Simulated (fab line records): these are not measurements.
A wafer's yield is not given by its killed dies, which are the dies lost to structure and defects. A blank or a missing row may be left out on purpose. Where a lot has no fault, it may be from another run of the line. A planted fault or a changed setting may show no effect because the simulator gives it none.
Which tool was responsible? :: flow gf180mcu :: 39 wafers from 13 lots sampled at 5 of the route's 602 steps

== WHAT THE GAUGES SHOWED, per wafer ==
GF_M1_CD_MEAS_14: target cd 230 nm. Usual: 230.0 nm for cd-nm, sd 1.1.
lot: L758
measured: day 17 23:15
on: cd-sem-01
cd-nm (nm): 230.4 230.7 230.0
flag: 

lot: L759
measured: day 18 06:05
on: cd-sem-02
cd-nm (nm): 227.4 229.7 228.4
flag: 

lot: L760
measured: day 18 12:50
on: cd-sem-01
cd-nm (nm): 230.5 230.1 229.5
flag: 

lot: L773
measured: day 23 06:44
on: cd-sem-02
cd-nm (nm): 229.4 229.0 229.5
flag: 

lot: L774
measured: day 23 14:13
on: cd-sem-02
cd-nm (nm): 230.5 229.4 229.3
flag: 

lot: L775
measured: day 23 20:05
on: cd-sem-01
cd-nm (nm): 231.9 232.3 231.3
flag: 

lot: L776
measured: day 24 04:28
on: cd-sem-02
cd-nm (nm): 230.9 229.6 230.8
flag: 

lot: L777
measured: day 24 12:28
on: cd-sem-02
cd-nm (nm): 230.9 230.6 230.8
flag: 

lot: L778
measured: day 24 23:44
on: cd-sem-02
cd-nm (nm): 230.6 232.0 231.3
flag: 

lot: L779
measured: day 25 03:23
on: cd-sem-01
cd-nm (nm): 229.2 228.5 228.5
flag: 

lot: L780
measured: day 25 11:31
on: cd-sem-01
cd-nm (nm): 229.9 229.1 228.9
flag: 

GF_V1_THK_MEAS_03. Usual: for V1_CVD_02_THK the level is 854 nm and the standard deviation is 14.
lot: L758
measured: day 18 00:17
on: film-metro-02
V1_CVD_02_THK (nm): 848 859 850
flag: 

lot: L759
measured: day 18 07:06
on: film-metro-04
V1_CVD_02_THK (nm): 848 858 866
flag: 

lot: L760
measured: day 18 13:51
on: film-metro-02
V1_CVD_02_THK (nm): 840 862 856
flag: 

lot: L773
measured: day 23 07:45
on: film-metro-04
V1_CVD_02_THK (nm): 876 836 883
flag: 

lot: L774
measured: day 23 15:14
on: film-metro-02
V1_CVD_02_THK (nm): 838 881 857
flag: 

lot: L775
measured: day 23 21:08
on: film-metro-04
V1_CVD_02_THK (nm): 854 872 853
flag: 

lot: L776
measured: day 24 05:29
on: film-metro-04
V1_CVD_02_THK (nm): 873 849 882
flag: 

lot: L777
measured: day 24 13:31
on: film-metro-02
V1_CVD_02_THK (nm): 822 842 847
flag: 

lot: L778
measured: day 25 00:45
on: film-metro-02
V1_CVD_02_THK (nm): 864 857 869
flag: 

lot: L779
measured: day 25 04:24
on: film-metro-01
V1_CVD_02_THK (nm): 842 868 849
flag: 

lot: L780
measured: day 25 12:33
on: film-metro-02
V1_CVD_02_THK (nm): 828 848 864
flag: 

== WHAT TOOL EACH LOT RAN ON (gives the tool, then ch and the chambers of the sampled wafers, and finally the start) ==
lot: L758
GF_POLY_GATE_ETCH_13: rie-si-02 ch 1,2,3, day 9 18:11
GF_POLY_GATE_STRIP_14: plasma-asher-02 ch 0,1, day 9 18:16
GF_SALICIDE_SPUTTER_03: pvd-sputter-04, day 15 23:04

lot: L759
GF_POLY_GATE_ETCH_13: rie-si-02 ch 2,3, day 10 00:23
GF_POLY_GATE_STRIP_14: plasma-asher-01 ch 0,1, day 10 00:27
GF_SALICIDE_SPUTTER_03: pvd-sputter-03, day 16 05:28

lot: L760
GF_POLY_GATE_ETCH_13: rie-si-01 ch 2,3, day 10 07:14
GF_POLY_GATE_STRIP_14: plasma-asher-04 ch 1, day 10 07:17
GF_SALICIDE_SPUTTER_03: pvd-sputter-02, day 16 12:10

lot: L771
GF_POLY_GATE_ETCH_13: rie-si-01 ch 1,2,3, day 13 12:26
GF_POLY_GATE_STRIP_14: plasma-asher-01 ch 0,1, day 13 12:29
GF_SALICIDE_SPUTTER_03: -

lot: L772
GF_POLY_GATE_ETCH_13: rie-si-01 ch 0,2, day 13 18:02
GF_POLY_GATE_STRIP_14: plasma-asher-02 ch 0,1, day 13 18:05
GF_SALICIDE_SPUTTER_03: -

lot: L773
GF_POLY_GATE_ETCH_13: rie-si-02 ch 1,2,3, day 14 03:45
GF_POLY_GATE_STRIP_14: plasma-asher-04 ch 0,1, day 14 03:48
GF_SALICIDE_SPUTTER_03: pvd-sputter-02, day 21 04:33

lot: L774
GF_POLY_GATE_ETCH_13: rie-si-02 ch 1,2, day 14 09:17
GF_POLY_GATE_STRIP_14: plasma-asher-01 ch 0,1, day 14 09:20
GF_SALICIDE_SPUTTER_03: pvd-sputter-03, day 21 13:06

lot: L775
GF_POLY_GATE_ETCH_13: rie-si-02 ch 1,2, day 14 16:47
GF_POLY_GATE_STRIP_14: plasma-asher-04 ch 1, day 14 16:50
GF_SALICIDE_SPUTTER_03: pvd-sputter-04, day 21 19:34

lot: L776
GF_POLY_GATE_ETCH_13: rie-si-01 ch 0,1,2, day 15 01:14
GF_POLY_GATE_STRIP_14: plasma-asher-02 ch 0,1, day 15 01:17
GF_SALICIDE_SPUTTER_03: pvd-sputter-03, day 22 04:22

lot: L777
GF_POLY_GATE_ETCH_13: rie-si-01 ch 0,1,3, day 15 06:38
GF_POLY_GATE_STRIP_14: plasma-asher-02 ch 0,1, day 15 06:41
GF_SALICIDE_SPUTTER_03: pvd-sputter-04, day 22 12:01

lot: L778
GF_POLY_GATE_ETCH_13: rie-si-02 ch 1,2,3, day 15 17:06
GF_POLY_GATE_STRIP_14: plasma-asher-04 ch 0,1, day 15 17:10
GF_SALICIDE_SPUTTER_03: pvd-sputter-03, day 23 00:04

lot: L779
GF_POLY_GATE_ETCH_13: rie-si-02 ch 2,3, day 15 22:08
GF_POLY_GATE_STRIP_14: plasma-asher-02 ch 0,1, day 15 22:11
GF_SALICIDE_SPUTTER_03: pvd-sputter-04, day 23 03:39

lot: L780
GF_POLY_GATE_ETCH_13: rie-si-01 ch 0,1,3, day 16 06:55
GF_POLY_GATE_STRIP_14: plasma-asher-02 ch 0,1, day 16 06:59
GF_SALICIDE_SPUTTER_03: pvd-sputter-03, day 23 13:05
- GF_POLY_GATE_ETCH_13: etches poly-Si in HBr/Cl2, stops on SiO2, target depth 198.5 nm, time 69.6 s.
- GF_POLY_GATE_STRIP_14: strips in O2/N2.
- GF_SALICIDE_SPUTTER_03: material TiN, target thk 20 nm, time 16.7 s.

== WHAT THE TOOLS THEMSELVES READ (means of the sampled wafers that have a number; where no wafer has one, the mark that the record gives instead) ==
GF_POLY_GATE_ETCH_13. Usual: HBr_flow_sccm 150.0 sccm, standard deviation 0.42; bias-w 100.07 W, standard deviation 0.28; drypump-motor-current-A 5.6 A, standard deviation 0.42; mfc-cl2-sccm 50.00 sccm, standard deviation 0.15; oes-product-au 0.986 a.u., standard deviation 0.012; throttle-valve-pct 33.684 %, standard deviation 0.0085.
lot: L758
tool: rie-si-02
HBr_flow_sccm (sccm): 150.3
bias-w (W): 100.11
drypump-motor-current-A (A): 5.6
mfc-cl2-sccm (sccm): 49.96
oes-product-au (a.u.): 0.976
throttle-valve-pct (%): 33.682
flag: 

lot: L759
tool: rie-si-02
HBr_flow_sccm (sccm): 149.7
bias-w (W): 100.12
drypump-motor-current-A (A): 5.7
mfc-cl2-sccm (sccm): 50.15
oes-product-au (a.u.): 0.999
throttle-valve-pct (%): 33.685
flag: 

lot: L760
tool: rie-si-01
HBr_flow_sccm (sccm): 149.6
bias-w (W): 100.17
drypump-motor-current-A (A): 5.6
mfc-cl2-sccm (sccm): 50.07
oes-product-au (a.u.): 0.970
throttle-valve-pct (%): 33.693
flag: 

lot: L771
tool: rie-si-01
HBr_flow_sccm (sccm): -
bias-w (W): -
drypump-motor-current-A (A): -
mfc-cl2-sccm (sccm): -
oes-product-au (a.u.): -
throttle-valve-pct (%): -
flag: OFF

lot: L772
tool: rie-si-01
HBr_flow_sccm (sccm): -
bias-w (W): -
drypump-motor-current-A (A): -
mfc-cl2-sccm (sccm): -
oes-product-au (a.u.): -
throttle-valve-pct (%): -
flag: OFF

lot: L773
tool: rie-si-02
HBr_flow_sccm (sccm): 149.6
bias-w (W): 99.84
drypump-motor-current-A (A): 5.7
mfc-cl2-sccm (sccm): 50.07
oes-product-au (a.u.): 0.982
throttle-valve-pct (%): 33.686
flag: 

lot: L774
tool: rie-si-02
HBr_flow_sccm (sccm): 149.8
bias-w (W): 100.06
drypump-motor-current-A (A): 5.3
mfc-cl2-sccm (sccm): 49.80
oes-product-au (a.u.): 0.983
throttle-valve-pct (%): 33.687
flag: 

lot: L775
tool: rie-si-02
HBr_flow_sccm (sccm): 149.7
bias-w (W): 100.02
drypump-motor-current-A (A): 5.3
mfc-cl2-sccm (sccm): 50.03
oes-product-au (a.u.): 0.979
throttle-valve-pct (%): 33.681
flag: 

lot: L776
tool: rie-si-01
HBr_flow_sccm (sccm): 150.4
bias-w (W): 99.76
drypump-motor-current-A (A): 5.8
mfc-cl2-sccm (sccm): 49.95
oes-product-au (a.u.): 0.993
throttle-valve-pct (%): 33.685
flag: 

lot: L777
tool: rie-si-01
HBr_flow_sccm (sccm): 149.8
bias-w (W): 99.75
drypump-motor-current-A (A): 5.5
mfc-cl2-sccm (sccm): 50.06
oes-product-au (a.u.): 1.001
throttle-valve-pct (%): 33.685
flag: 

lot: L778
tool: rie-si-02
HBr_flow_sccm (sccm): 150.0
bias-w (W): 100.10
drypump-motor-current-A (A): 5.7
mfc-cl2-sccm (sccm): 49.92
oes-product-au (a.u.): 0.991
throttle-valve-pct (%): 33.677
flag: 

lot: L779
tool: rie-si-02
HBr_flow_sccm (sccm): 149.9
bias-w (W): 100.16
drypump-motor-current-A (A): 5.7
mfc-cl2-sccm (sccm): 49.97
oes-product-au (a.u.): 0.994
throttle-valve-pct (%): 33.691
flag: 

lot: L780
tool: rie-si-01
HBr_flow_sccm (sccm): 150.1
bias-w (W): 100.26
drypump-motor-current-A (A): 5.5
mfc-cl2-sccm (sccm): 50.01
oes-product-au (a.u.): 1.004
throttle-valve-pct (%): 33.691
flag: 

GF_POLY_GATE_STRIP_14. Usual: drypump-motor-current-A 5.9 A, standard deviation 0.45; heater-power-w 314 W, standard deviation 35; oes-product-au 0.505 a.u., standard deviation 0.0046.
lot: L758
tool: plasma-asher-02
drypump-motor-current-A (A): 6.5
heater-power-w (W): 306
oes-product-au (a.u.): 0.504
flag: 

lot: L759
tool: plasma-asher-01
drypump-motor-current-A (A): 5.6
heater-power-w (W): 311
oes-product-au (a.u.): 0.503
flag: 

lot: L760
tool: plasma-asher-04
drypump-motor-current-A (A): 5.6
heater-power-w (W): 288
oes-product-au (a.u.): 0.503
flag: 

lot: L771
tool: plasma-asher-01
drypump-motor-current-A (A): 5.6
heater-power-w (W): 305
oes-product-au (a.u.): 0.542
flag: OFF

lot: L772
tool: plasma-asher-02
drypump-motor-current-A (A): 6.4
heater-power-w (W): 326
oes-product-au (a.u.): 0.547
flag: OFF

lot: L773
tool: plasma-asher-04
drypump-motor-current-A (A): 5.6
heater-power-w (W): 297
oes-product-au (a.u.): 0.508
flag: 

lot: L774
tool: plasma-asher-01
drypump-motor-current-A (A): 5.6
heater-power-w (W): 335
oes-product-au (a.u.): 0.507
flag: 

lot: L775
tool: plasma-asher-04
drypump-motor-current-A (A): 5.5
heater-power-w (W): 279
oes-product-au (a.u.): 0.507
flag: 

lot: L776
tool: plasma-asher-02
drypump-motor-current-A (A): 6.4
heater-power-w (W): 329
oes-product-au (a.u.): 0.502
flag: 

lot: L777
tool: plasma-asher-02
drypump-motor-current-A (A): 6.4
heater-power-w (W): 326
oes-product-au (a.u.): 0.501
flag: 

lot: L778
tool: plasma-asher-04
drypump-motor-current-A (A): 5.5
heater-power-w (W): 297
oes-product-au (a.u.): 0.504
flag: 

lot: L779
tool: plasma-asher-02
drypump-motor-current-A (A): 6.5
heater-power-w (W): 310
oes-product-au (a.u.): 0.503
flag: 

lot: L780
tool: plasma-asher-02
drypump-motor-current-A (A): 6.4
heater-power-w (W): 336
oes-product-au (a.u.): 0.502
flag: 

GF_SALICIDE_SPUTTER_03. Usual: 29.6 % for throttle-valve-pct, sd 1.1.
lot: L758
tool: pvd-sputter-04
throttle-valve-pct (%): 29.4
flag: 

lot: L759
tool: pvd-sputter-03
throttle-valve-pct (%): 30.4
flag: 

lot: L760
tool: pvd-sputter-02
throttle-valve-pct (%): 29.1
flag: 

lot: L773
tool: pvd-sputter-02
throttle-valve-pct (%): 30.3
flag: 

lot: L774
tool: pvd-sputter-03
throttle-valve-pct (%): 30.6
flag: 

lot: L775
tool: pvd-sputter-04
throttle-valve-pct (%): 29.6
flag: 

lot: L776
tool: pvd-sputter-03
throttle-valve-pct (%): 30.1
flag: 

lot: L777
tool: pvd-sputter-04
throttle-valve-pct (%): 29.4
flag: 

lot: L778
tool: pvd-sputter-03
throttle-valve-pct (%): 30.3
flag: 

lot: L779
tool: pvd-sputter-04
throttle-valve-pct (%): 29.8
flag: 

lot: L780
tool: pvd-sputter-03
throttle-valve-pct (%): 30.6
flag: 

== THE ANSWER, worked out from the rows above alone ==
Rule: lot off if the mean of its wafers having a number is beyond 3 standard deviations from the usual mean. A lot without any number at a reading at which 4 lots or more have one is off too. All remaining lots with rows at the step are treated as sound. First the gauges in route order, then the tools' own readings, where a lot's mean is used as printed above. At the first step where some lot is off, the reading lying furthest off is the one used; lots without a number count as furthest.
Off: L771, L772, at GF_POLY_GATE_ETCH_13 (HBr_flow_sccm). Without a number there: L771, L772.
If a tool, at that step or one of the process steps before it, ran each lot that is off and ran no sound lot following the first of them, it fits. Not one of the candidates tried fits.

== WHAT WAS PUT IN BY THE SIMULATOR ==
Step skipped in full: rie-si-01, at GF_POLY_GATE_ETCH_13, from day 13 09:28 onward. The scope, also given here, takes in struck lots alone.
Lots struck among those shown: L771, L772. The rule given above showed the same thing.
